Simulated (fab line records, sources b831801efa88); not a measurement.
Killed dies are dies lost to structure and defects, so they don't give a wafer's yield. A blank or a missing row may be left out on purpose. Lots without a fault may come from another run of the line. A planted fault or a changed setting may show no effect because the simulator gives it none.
Chamber matching | flow gf180mcu | GF_V2_CVD_02 on pecvd-02: 3 sister chambers
The step deposits SiO2 from TEOS, target thk 850 nm, time 94.851 s. 6 wafers are shown with their chamber, then 11 later ones without.

WAFERS WITH THEIR CHAMBER
wafer  | chamber | heater_power_w (W)
L081.6 | 2       | 560
L083.3 | 1       | 1023
L083.6 | 2       | 575
L084.2 | 1       | 976
L084.4 | 0       | 533
L087.3 | 0       | 656

WAFERS WITHOUT THEIR CHAMBER
wafer  | heater_power_w (W)
L087.4 | 1007
L087.5 | 534
L088.3 | 687
L088.4 | 866
L088.5 | 687
L090.3 | 571
L090.5 | 668
L090.6 | 619
L095.2 | 602
L095.4 | 693
L095.6 | 636

WHICH CHAMBER EACH WENT THROUGH
wafer  | from the rows above     | in truth
L087.4 | 1                       | 1
L087.5 | can't be placed: 2 or 0 | 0
L088.3 | can't be placed: 0 or 2 | 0
L088.4 | 1                       | 1
L088.5 | can't be placed: 0 or 2 | 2
L090.3 | can't be placed: 2 or 0 | 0
L090.5 | can't be placed: 0 or 2 | 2
L090.6 | can't be placed: 0 or 2 | 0
L095.2 | can't be placed: 0 or 2 | 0
L095.4 | can't be placed: 0 or 2 | 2
L095.6 | can't be placed: 0 or 2 | 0
Placed correctly: 2 of 11. Can't be placed from these rows: 9 (the true chamber is among the candidates in 9). Placed wrongly: 0.
How it was worked out, from the rows above alone: a wafer's distance from a chamber is the root of the sum, over the readings, of the square of ((its reading less the chamber's mean) divided by the reading's scatter). The wafer belongs to the nearest chamber; if the next one is less than 2 further off, it can't be placed. A chamber's mean is the mean of its shown wafers. The scatter: the root of (the sum of the squares of (reading less its chamber's mean) over the shown wafers, divided by (wafers less chambers)).
